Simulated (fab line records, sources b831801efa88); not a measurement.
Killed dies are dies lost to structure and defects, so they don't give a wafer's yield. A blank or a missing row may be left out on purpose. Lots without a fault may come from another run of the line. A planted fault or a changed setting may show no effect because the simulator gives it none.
fab line records | flow sky130 | part 1 of 2: steps 1 to 26 of 36
record lots=5 wafers=15 last_day=49
route steps=708 shown VIA2@525 METAL3@532 CAPM@537
lots that met no fault: from a run of the same line without faults
start_h: hours from the record's first day to the start of the lot's first wafer shown | wait_h: hours since the lot's step before | " the same as in the row above | L1.1+2: a row that stands for several wafers | - no value, or no start given | * or withheld: withheld | < > ~ a bound
route shown NAME@n: a module of which the file shows steps, and the number in the route of the first | usual: mean/standard deviation of fault-free wafers | same: alike in all rows | chamber/n: place in a boat | sites: the reading at each site | _std_site: their standard deviation | _edge_site: outer sites' mean less inner sites' | radius_mm: how far each site lies from the wafer's centre | mask NAME#n: copy n | behind: the tool/chamber that last shaped the wafer | hold: why the lot was held/for how many hours/how that ended | device: the transistor (n, p or np) that didn't switch | end of line: the same wafers' tests at the end of the route | a step without rows: its recipe alone | killed: dies lost to structure and defects at the first sort, not the wafer's yield | map: a wafer's dies, x killed, . not, _ none there
set.NAME: the setting as run; set.NAME@STEP: as run at that earlier step | model.NAME: the simulator's own value behind a step, which no gauge read
lots at some steps of the route; a table a step, a row a wafer
services: from which hour (start_h, from the record's first day; less than 0 if before it) a tool's chamber was out of use, for how many hours, and why
## steps
# step SKY_VIA2_CLEAN_18
# recipe chemistry=IPA time_s=180 temp_c=25
# columns lot.wafer tool chamber start_h wait_h
L079.2+4+6 wet_bench-01 1 882.73 0.0
L082.3+5+6 wet_bench-01 1 907.51 0.0
L086.1+4+5 wet_bench-02 0 942.84 0.0
L088.1+2+3 wet_bench-04 0 948.19 0.0
L093.1+3+5 wet_bench-04 3 986.76 0.0
# step SKY_VIA2_CLEAN_19
# recipe chemistry=O3/DIW dry=n2_spin
# columns lot.wafer tool chamber start_h wait_h
L079.2+4+6 wet_bench-04 2 882.79 0.0
L082.3+5+6 wet_bench-02 2 907.56 0.0
L086.1+4+5 wet_bench-01 3 942.90 0.0
L088.1+2+3 wet_bench-01 3 948.25 0.0
L093.1+3+5 wet_bench-01 1 986.82 0.0
# step SKY_VIA2_SPUTTER_20
# recipe material=TiN target_thk_nm=20 chamber_pressure_pa=5 power_w=4000 time_s=80
# usual chamber_pressure_pa=4.999/0.01 throttle_valve_pct=29.8/1.2
# columns lot.wafer tool chamber start_h wait_h chamber_pressure_pa throttle_valve_pct
L079.2 pvd_sputter-04 - 882.88 0.0 4.998 30.1
L079.4 " - " " 4.992 29.2
L079.6 " - " " 4.986 28.9
L082.3 pvd_sputter-01 - 907.66 0.0 4.994 29.5
L082.5 " - " " 4.983 30.4
L082.6 " - " " 5.009 30.0
L086.1 pvd_sputter-04 - 943.00 0.0 4.998 32.2
L086.4 " - " " 5.006 30.3
L086.5 " - " " 5.005 32.2
L088.1 pvd_sputter-01 - 948.34 0.0 5.003 29.6
L088.2 " - " " 4.993 30.6
L088.3 " - " " 4.997 28.7
L093.1 pvd_sputter-04 - 986.93 0.0 5.001 28.9
L093.3 " - " " 4.993 32.3
L093.5 " - " " 4.995 29.0
# step SKY_VIA2_CVD_21
# recipe material=W target_thk_nm=420 time_s=126.4 temp_c=400 pressure_torr=40
# usual heater_power_outer_w=620/99 heater_power_w=961/150
# columns lot.wafer tool chamber start_h wait_h heater_power_outer_w heater_power_w
L079.2 cvd_w-02 1 882.94 0.0 550 879
L079.4 " 0 " " 605 897
L079.6 " 1 " " 537 888
L082.3 cvd_w-02 0 907.77 0.1 591 911
L082.5 " 1 " " 554 859
L082.6 " 0 " " 585 885
L086.1 cvd_w-01 0 943.07 0.0 745 1137
L086.4 " 1 " " 524 801
L086.5 " 0 " " 742 1120
L088.1 cvd_w-02 0 948.40 0.0 602 912
L088.2 " 1 " " 531 883
L088.3 " 0 " " 585 910
L093.1 cvd_w-02 0 986.99 0.0 605 906
L093.3 " 0 " " 598 911
L093.5 " 0 " " 592 912
# step SKY_VIA2_RS_MEAS_22
# recipe thk_meas_gauge=four-point-probe reads=W_of_VIA2_CVD_21+TiN_of_VIA2_SPUTTER_20
# usual VIA2_W_RS=0.272/0.003
# columns lot.wafer tool chamber start_h wait_h VIA2_W_RS[ohm/sq]
L079.2 film_metro-04 - 883.09 0.1 0.273
L079.4 " - " " 0.271
L079.6 " - " " 0.270
L082.3 film_metro-01 - 907.90 0.1 0.273
L082.5 " - " " 0.271
L082.6 " - " " 0.276
L086.1 film_metro-04 - 943.20 0.1 0.272
L086.4 " - " " 0.275
L086.5 " - " " 0.275
L088.1 film_metro-01 - 948.54 0.1 0.275
L088.2 " - " " 0.274
L088.3 " - " " 0.278
L093.1 film_metro-02 - 987.12 0.1 0.273
L093.3 " - " " 0.271
L093.5 " - " " 0.272
# step SKY_VIA2_THK_MEAS_23
# recipe thk_meas_gauge=xrf reads=W_of_VIA2_CVD_21
# usual VIA2_W_THK=433/6.8
# columns lot.wafer tool chamber start_h wait_h VIA2_W_THK[nm]
L079.2 film_metro-04 - 883.20 0.1 435
L079.4 " - " " 436
L079.6 " - " " 437
L082.3 film_metro-01 - 908.00 0.1 433
L082.5 " - " " 437
L082.6 " - " " 429
L086.1 film_metro-04 - 943.32 0.1 430
L086.4 " - " " 427
L086.5 " - " " 427
L088.1 film_metro-01 - 948.66 0.1 435
L088.2 " - " " 438
L088.3 " - " " 432
L093.1 film_metro-02 - 987.24 0.1 424
L093.3 " - " " 430
L093.5 " - " " 428
# step SKY_VIA2_CMP_24
# recipe stop_on=SiO2 t_overpolish_s=20 down_force_psi=3.5 platen_rpm=60 target_thk_nm=0 pad_velocity_m_s=0.94248
# usual motor_current_A=10.8/1 overpolish_run_s=20.001/0.0088 time_to_endpoint_s=100/3.2
# columns lot.wafer tool chamber start_h wait_h motor_current_A overpolish_run_s time_to_endpoint_s
L079.4 cmp-01 2 883.35 0.1 9.6 20.002 103
L079.2 " 3 " " 10.5 20.001 108
L079.6 " 1 " " 10.0 19.999 105
L082.3 cmp-02 1 908.17 0.2 13.5 20.003 102
L082.5 " 0 " " 10.0 20.014 97
L082.6 " 1 " " 12.7 20.000 99
L086.1 cmp-01 3 943.43 0.1 10.2 20.005 105
L086.4 " 1 " " 10.2 20.002 102
L086.5 " 2 " " 9.1 20.003 104
L088.1 cmp-01 2 948.77 0.1 9.8 20.006 103
L088.2 " 3 " " 10.6 20.014 105
L088.3 " 0 " " 12.0 20.004 103
L093.1 cmp-01 3 987.40 0.1 11.0 19.999 101
L093.3 " 0 " " 12.2 19.988 102
L093.5 " 2 " " 9.8 19.999 102
# step SKY_METAL3_SPUTTER_00
# recipe material=Ti target_thk_nm=15 power_w=3000 time_s=10 chamber_pressure_pa=0.4
# usual chamber_pressure_pa=0.3999/0.00077 throttle_valve_pct=30.0/1
# columns lot.wafer tool chamber start_h wait_h chamber_pressure_pa throttle_valve_pct
L079.2 pvd_sputter-03 - 883.55 0.1 0.3989 30.2
L079.4 " - " " 0.4006 30.3
L079.6 " - " " 0.4001 28.5
L082.3 pvd_sputter-04 - 908.42 0.2 0.4010 28.3
L082.5 " - " " 0.3992 28.9
L082.6 " - " " 0.4000 30.1
L086.1 pvd_sputter-03 - 943.68 0.2 0.4003 29.9
L086.4 " - " " 0.4003 28.6
L086.5 " - " " 0.4010 29.8
L088.1 pvd_sputter-03 - 949.02 0.2 0.3999 28.7
L088.2 " - " " 0.3988 30.0
L088.3 " - " " 0.3997 30.0
L093.1 pvd_sputter-03 - 987.60 0.1 0.4004 29.9
L093.3 " - " " 0.3993 30.2
L093.5 " - " " 0.4001 30.0
# step SKY_METAL3_SPUTTER_01
# recipe material=TiN target_thk_nm=20 power_w=6500 time_s=16.7 chamber_pressure_pa=0.4
# usual chamber_pressure_pa=0.4001/0.00078 throttle_valve_pct=30.0/1
# columns lot.wafer tool chamber start_h wait_h chamber_pressure_pa throttle_valve_pct
L079.2 pvd_sputter-03 - 883.57 0.0 0.4004 30.2
L079.4 " - " " 0.3990 29.8
L079.6 " - " " 0.3990 28.5
L082.3 pvd_sputter-04 - 908.44 0.0 0.4009 28.1
L082.5 " - " " 0.4020 28.8
L082.6 " - " " 0.4002 30.3
L086.1 pvd_sputter-03 - 943.70 0.0 0.4004 30.1
L086.4 " - " " 0.4009 28.6
L086.5 " - " " 0.4015 30.1
L088.1 pvd_sputter-03 - 949.04 0.0 0.4007 28.4
L088.2 " - " " 0.3999 29.8
L088.3 " - " " 0.4000 30.1
L093.1 pvd_sputter-03 - 987.63 0.0 0.3998 30.0
L093.3 " - " " 0.3991 30.1
L093.5 " - " " 0.3995 30.2
# step SKY_METAL3_SPUTTER_02
# recipe material=AlCu target_thk_nm=735 power_w=10600 time_s=39.1 chamber_pressure_pa=0.4
# usual chamber_pressure_pa=0.4000/0.00074 throttle_valve_pct=30.0/1
# columns lot.wafer tool chamber start_h wait_h chamber_pressure_pa throttle_valve_pct
L079.2 pvd_sputter-03 - 883.60 0.0 0.3987 30.4
L079.4 " - " " 0.3980 29.8
L079.6 " - " " 0.4000 28.6
L082.3 pvd_sputter-04 - 908.47 0.0 0.4017 28.1
L082.5 " - " " 0.3997 29.1
L082.6 " - " " 0.4001 30.1
L086.1 pvd_sputter-03 - 943.72 0.0 0.4003 30.2
L086.4 " - " " 0.4003 28.5
L086.5 " - " " 0.3990 29.9
L088.1 pvd_sputter-03 - 949.06 0.0 0.4006 28.4
L088.2 " - " " 0.3992 30.4
L088.3 " - " " 0.3985 30.3
L093.1 pvd_sputter-03 - 987.65 0.0 0.4001 30.0
L093.3 " - " " 0.3990 30.3
L093.5 " - " " 0.4009 30.3
# step SKY_METAL3_SPUTTER_03
# recipe material=Ti target_thk_nm=5 power_w=3000 time_s=3.3 chamber_pressure_pa=0.4
# usual chamber_pressure_pa=0.4000/0.00075 throttle_valve_pct=30.0/1
# columns lot.wafer tool chamber start_h wait_h chamber_pressure_pa throttle_valve_pct
L079.2 pvd_sputter-03 - 883.64 0.0 0.4008 30.3
L079.4 " - " " 0.4001 30.2
L079.6 " - " " 0.4000 28.6
L082.3 pvd_sputter-04 - 908.51 0.0 0.4002 28.4
L082.5 " - " " 0.3989 28.8
L082.6 " - " " 0.4007 30.2
L086.1 pvd_sputter-03 - 943.76 0.0 0.4005 30.0
L086.4 " - " " 0.4001 28.4
L086.5 " - " " 0.3997 30.0
L088.1 pvd_sputter-03 - 949.10 0.0 0.4001 28.6
L088.2 " - " " 0.3993 29.8
L088.3 " - " " 0.3997 30.1
L093.1 pvd_sputter-03 - 987.69 0.0 0.4008 30.4
L093.3 " - " " 0.3987 30.1
L093.5 " - " " 0.3999 30.1
# step SKY_METAL3_SPUTTER_04
# recipe material=TiN target_thk_nm=70 power_w=6500 time_s=58.3 chamber_pressure_pa=0.4
# usual chamber_pressure_pa=0.3999/0.00077 throttle_valve_pct=30.0/0.99
# columns lot.wafer tool chamber start_h wait_h chamber_pressure_pa throttle_valve_pct
L079.2 pvd_sputter-03 - 883.66 0.0 0.3993 29.9
L079.4 " - " " 0.3998 30.0
L079.6 " - " " 0.4003 28.7
L082.3 pvd_sputter-04 - 908.52 0.0 0.3993 27.9
L082.5 " - " " 0.3991 29.2
L082.6 " - " " 0.4000 30.4
L086.1 pvd_sputter-03 - 943.78 0.0 0.4003 30.1
L086.4 " - " " 0.4003 28.5
L086.5 " - " " 0.4009 30.1
L088.1 pvd_sputter-03 - 949.12 0.0 0.4004 28.5
L088.2 " - " " 0.3995 30.1
L088.3 " - " " 0.3987 30.3
L093.1 pvd_sputter-03 - 987.71 0.0 0.4004 30.0
L093.3 " - " " 0.3997 30.0
L093.5 " - " " 0.3994 30.1
# step SKY_CAPM_CVD_00
# recipe material=SiO2 target_thk_nm=15.5 temp_c=400 time_s=withheld rf_w=450
# usual heater_power_outer_w=409/74 heater_power_w=696/88
# columns lot.wafer tool chamber start_h wait_h heater_power_outer_w heater_power_w
L079.2 pecvd-02 1 883.71 0.0 329 588
L079.4 " 2 " " 400 740
L079.6 " 0 " " 522 812
L082.3 pecvd-01 1 908.57 0.0 523 833
L082.5 " 0 " " 348 653
L082.6 " 2 " " 392 661
L086.1 pecvd-01 0 943.83 0.0 319 626
L086.4 " 0 " " 331 632
L086.5 " 2 " " 408 707
L088.1 pecvd-02 0 949.17 0.0 514 788
L088.2 " 1 " " 399 689
L088.3 " 2 " " 370 698
L093.1 pecvd-01 1 987.76 0.0 470 742
L093.3 " 0 " " 359 665
L093.5 " 2 " " 443 731
# step SKY_CAPM_THK_MEAS_01
# recipe reads=SiO2_of_CAPM_CVD_00
# usual CAPM_CVD_00_THK=15.44/0.2
# columns lot.wafer tool chamber start_h wait_h CAPM_CVD_00_THK[nm]
L079.2 film_metro-03 - 883.74 - 15.15
L079.4 " - " " 15.59
L079.6 " - " " 15.66
L082.3 film_metro-03 - 908.62 - 15.35
L082.5 " - " " 15.38
L082.6 " - " " 15.62
L086.1 film_metro-01 - 943.85 - 15.05
L086.4 " - " " 15.38
L086.5 " - " " 15.47
L088.1 film_metro-01 - 949.19 - 15.39
L088.2 " - " " 15.35
L088.3 " - " " 15.01
L093.1 film_metro-01 - 987.78 - 15.28
L093.3 " - " " 15.33
L093.5 " - " " 15.71
# step SKY_CAPM_SPUTTER_02
# recipe material=TiN target_thk_nm=200 temp_c=300 power_w=6500 time_s=166.7 chamber_pressure_pa=0.4
# usual chamber_pressure_pa=0.3999/0.00085 throttle_valve_pct=29.8/0.73
# columns lot.wafer tool chamber start_h wait_h chamber_pressure_pa throttle_valve_pct
L079.2 pvd_sputter-02 - 883.79 0.0 0.4006 31.4
L079.4 " - " " 0.4006 30.6
L079.6 " - " " 0.3990 29.7
L082.3 pvd_sputter-01 - 908.66 0.0 0.3989 29.8
L082.5 " - " " 0.3998 30.5
L082.6 " - " " 0.3993 29.8
L086.1 pvd_sputter-02 - 943.91 0.1 0.4003 29.5
L086.4 " - " " 0.4012 30.7
L086.5 " - " " 0.4006 29.2
L088.1 pvd_sputter-02 - 949.25 0.1 0.3996 29.7
L088.2 " - " " 0.3987 30.2
L088.3 " - " " 0.3999 31.3
L093.1 pvd_sputter-01 - 987.84 0.1 0.3992 28.7
L093.3 " - " " 0.3997 29.7
L093.5 " - " " 0.3975 29.8
# step SKY_CAPM_RS_MEAS_03
# recipe thk_meas_gauge=four-point-probe reads=TiN_of_CAPM_SPUTTER_02
# usual CAPM_TIN_RS=6.92/0.054
# columns lot.wafer tool chamber start_h wait_h CAPM_TIN_RS[ohm/sq]
L079.2 film_metro-04 - 883.92 0.1 6.90
L079.4 " - " " 6.93
L079.6 " - " " 6.90
L082.3 film_metro-01 - 908.80 0.1 6.94
L082.5 " - " " 6.94
L082.6 " - " " 6.98
L086.1 film_metro-01 - 944.02 0.1 6.95
L086.4 " - " " 6.98
L086.5 " - " " 6.98
L088.1 film_metro-04 - 949.36 0.1 6.97
L088.2 " - " " 7.01
L088.3 " - " " 6.99
L093.1 film_metro-04 - 987.95 0.1 6.89
L093.3 " - " " 6.92
L093.5 " - " " 6.92
# step SKY_CAPM_THK_MEAS_04
# recipe thk_meas_gauge=xrf reads=TiN_of_CAPM_SPUTTER_02
# usual CAPM_TIN_THK=199.8/1.6
# columns lot.wafer tool chamber start_h wait_h CAPM_TIN_THK[nm]
L079.2 film_metro-04 - 884.03 0.1 199.0
L079.4 " - " " 199.1
L079.6 " - " " 198.7
L082.3 film_metro-01 - 908.90 0.1 199.2
L082.5 " - " " 199.6
L082.6 " - " " 198.8
L086.1 film_metro-01 - 944.14 0.1 199.3
L086.4 " - " " 198.9
L086.5 " - " " 199.1
L088.1 film_metro-04 - 949.48 0.1 199.3
L088.2 " - " " 197.6
L088.3 " - " " 198.2
L093.1 film_metro-04 - 988.07 0.1 199.4
L093.3 " - " " 198.1
L093.5 " - " " 198.2
# step SKY_CAPM_DEHYDRATE_05
# recipe temp_c=200 time_s=60
# usual heater_power_total_W=160.37/0.12 plate_temp_C=200.02/0.14
# columns lot.wafer tool chamber start_h wait_h heater_power_total_W plate_temp_C
L079.2 litho_track-04 0 896.10 12.1 160.35 199.89
L079.4 " 0 " " 160.25 199.86
L079.6 " 0 " " 160.38 200.19
L082.3 litho_track-02 0 920.94 12.0 160.26 200.07
L082.5 " 0 " " 160.14 200.25
L082.6 " 0 " " 160.41 199.76
L086.1 litho_track-02 0 956.14 12.0 160.39 199.96
L086.4 " 0 " " 160.38 200.11
L086.5 " 0 " " 160.62 200.08
L088.1 litho_track-01 0 961.29 11.8 160.40 199.95
L088.2 " 0 " " 160.40 200.00
L088.3 " 0 " " 160.22 199.87
L093.1 litho_track-02 0 998.89 10.8 160.24 199.87
L093.3 " 0 " " 160.37 200.03
L093.5 " 0 " " 160.38 200.06
# step SKY_CAPM_HMDS_06
# recipe prime_time_s=60 prime_temp_c=120
# columns lot.wafer tool chamber start_h wait_h
L079.2+4+6 litho_track-04 0 896.25 0.1
L082.3+5+6 litho_track-02 0 921.09 0.1
L086.1+4+5 litho_track-02 0 956.29 0.1
L088.1+2+3 litho_track-01 0 961.44 0.1
L093.1+3+5 litho_track-02 0 999.04 0.1
# step SKY_CAPM_COAT_07
# recipe resist=NOVOLAK spin_rpm=3000 resist_thk_nm=1140
# usual dispense_pressure_kPa=45.7/1.6
# columns lot.wafer tool chamber start_h wait_h dispense_pressure_kPa
L079.2 litho_track-04 0 896.40 0.1 43.1
L079.4 " 0 " " 43.1
L079.6 " 0 " " 43.1
L082.3 litho_track-02 0 921.24 0.1 45.9
L082.5 " 0 " " 45.9
L082.6 " 0 " " 45.9
L086.1 litho_track-02 0 956.44 0.1 45.9
L086.4 " 0 " " 45.9
L086.5 " 0 " " 45.9
L088.1 litho_track-01 0 961.59 0.1 47.3
L088.2 " 0 " " 47.3
L088.3 " 0 " " 47.3
L093.1 litho_track-02 0 999.19 0.1 45.9
L093.3 " 0 " " 45.9
L093.5 " 0 " " 45.9
# step SKY_CAPM_SOFTBAKE_08
# recipe temp_c=90 time_s=60 resist=NOVOLAK
# usual heater_power_total_W=56.59/0.041 plate_temp_C=89.97/0.14
# columns lot.wafer tool chamber start_h wait_h heater_power_total_W plate_temp_C
L079.2 litho_track-04 0 896.55 0.1 56.63 89.92
L079.4 " 0 " " 56.60 90.08
L079.6 " 0 " " 56.57 90.03
L082.3 litho_track-02 0 921.39 0.1 56.56 89.84
L082.5 " 0 " " 56.59 89.92
L082.6 " 0 " " 56.59 89.80
L086.1 litho_track-02 0 956.59 0.1 56.70 89.94
L086.4 " 0 " " 56.52 89.79
L086.5 " 0 " " 56.59 89.94
L088.1 litho_track-01 0 961.74 0.1 56.62 90.16
L088.2 " 0 " " 56.62 89.97
L088.3 " 0 " " 56.55 90.02
L093.1 litho_track-02 0 999.34 0.1 56.59 90.03
L093.3 " 0 " " 56.61 89.76
L093.5 " 0 " " 56.63 89.87
# step SKY_CAPM_EXPOSE_09
# recipe mask_id=CAPM na=0.6 source_shape=conventional sigma_outer=0.6 polarization=unpolarized target_cd_nm=1000 dose_mj=159
# columns lot.wafer tool chamber start_h wait_h mask
L079.2+4+6 iline_stepper-01 0 - - CAPM#0
L082.3+5+6 iline_stepper-01 0 - - CAPM#0
L086.1+4+5 iline_stepper-02 0 - - CAPM#0
L088.1+2+3 iline_stepper-01 0 - - CAPM#0
L093.1+3+5 iline_stepper-01 0 - - CAPM#0
# step SKY_CAPM_PEB_10
# recipe temp_c=withheld time_s=* resist=NOVOLAK
# columns lot.wafer tool chamber start_h wait_h
L079.2+4+6 litho_track-02 0 - -
L082.3+5+6 litho_track-01 0 - -
L086.1+4+5 litho_track-02 0 - -
L088.1+2+3 litho_track-02 0 - -
L093.1+3+5 litho_track-02 0 - -
# step SKY_CAPM_DEVELOP_11
# recipe resist=NOVOLAK developer=TMAH develop_time_s=60 dev_temp_c=23
# columns lot.wafer tool chamber start_h wait_h
L079.2+4+6 litho_track-02 0 908.76 0.1
L082.3+5+6 litho_track-01 0 933.84 0.1
L086.1+4+5 litho_track-02 0 968.29 0.1
L088.1+2+3 litho_track-02 0 972.69 0.1
L093.1+3+5 litho_track-02 0 1011.39 0.1
# step SKY_CAPM_OVL_MEAS_12
# usual CAPM_OVL=-0.3/1.1
# columns lot.wafer tool chamber start_h wait_h CAPM_OVL[nm]
L079.2 overlay-01 - 908.89 0.1 -1.2
L079.4 " - " " -0.6
L079.6 " - " " -0.8
L082.3 overlay-02 - 933.95 0.1 1.4
L082.5 " - " " -2.0
L082.6 " - " " -0.2
L086.1 overlay-01 - 968.44 0.1 0.5
L086.4 " - " " -2.5
L086.5 " - " " -0.5
L088.1 overlay-01 - 972.84 0.1 -0.3
L088.2 " - " " -1.8
L088.3 " - " " -1.0
L093.1 overlay-02 - 1011.54 0.1 -1.5
L093.3 " - " " -2.7
L093.5 " - " " -1.8
# step SKY_CAPM_METAL_ETCH_13
# recipe target_depth_nm=220 stop_on=SiO2 chemistry=Cl2/BCl3 target=TiN pressure_mtorr=10 icp_w=900 bias_w=48.5 Cl2_flow_sccm=60 bcl3_flow_sccm=30 time_s=62.9
# usual drypump_motor_current_A=5.6/0.44 oes_product_au=0.942/0.0067 throttle_valve_pct=21.901/0.01
# columns lot.wafer tool chamber start_h wait_h drypump_motor_current_A oes_product_au rf_hours_counter_h throttle_valve_pct
L079.2 rie_metal-02 1 908.92 0.0 5.2 0.947 16 21.889
L079.4 " 1 " " 5.2 0.934 - 21.915
L079.6 " 1 " " 5.2 0.941 - 21.893
L082.3 rie_metal-02 0 934.03 0.1 5.8 0.936 - 21.888
L082.5 " 0 " " 5.8 0.941 - 21.916
L082.6 " 0 " " 5.8 0.934 - 21.898
L086.1 rie_metal-02 0 968.47 0.0 5.8 0.935 9 21.910
L086.4 " 1 " " 5.2 0.941 - 21.910
L086.5 " 0 " " 5.8 0.936 - 21.901
L088.1 rie_metal-02 0 972.87 0.0 5.8 0.931 9 21.902
L088.2 " 1 " " 5.2 0.936 1 21.915
L088.3 " 0 " " 5.8 0.944 - 21.895
L093.1 rie_metal-04 1 1011.57 0.0 6.0 0.943 13 21.897
L093.3 " 0 " " 6.5 0.940 - 21.913
L093.5 " 0 " " 6.5 0.943 - 21.894
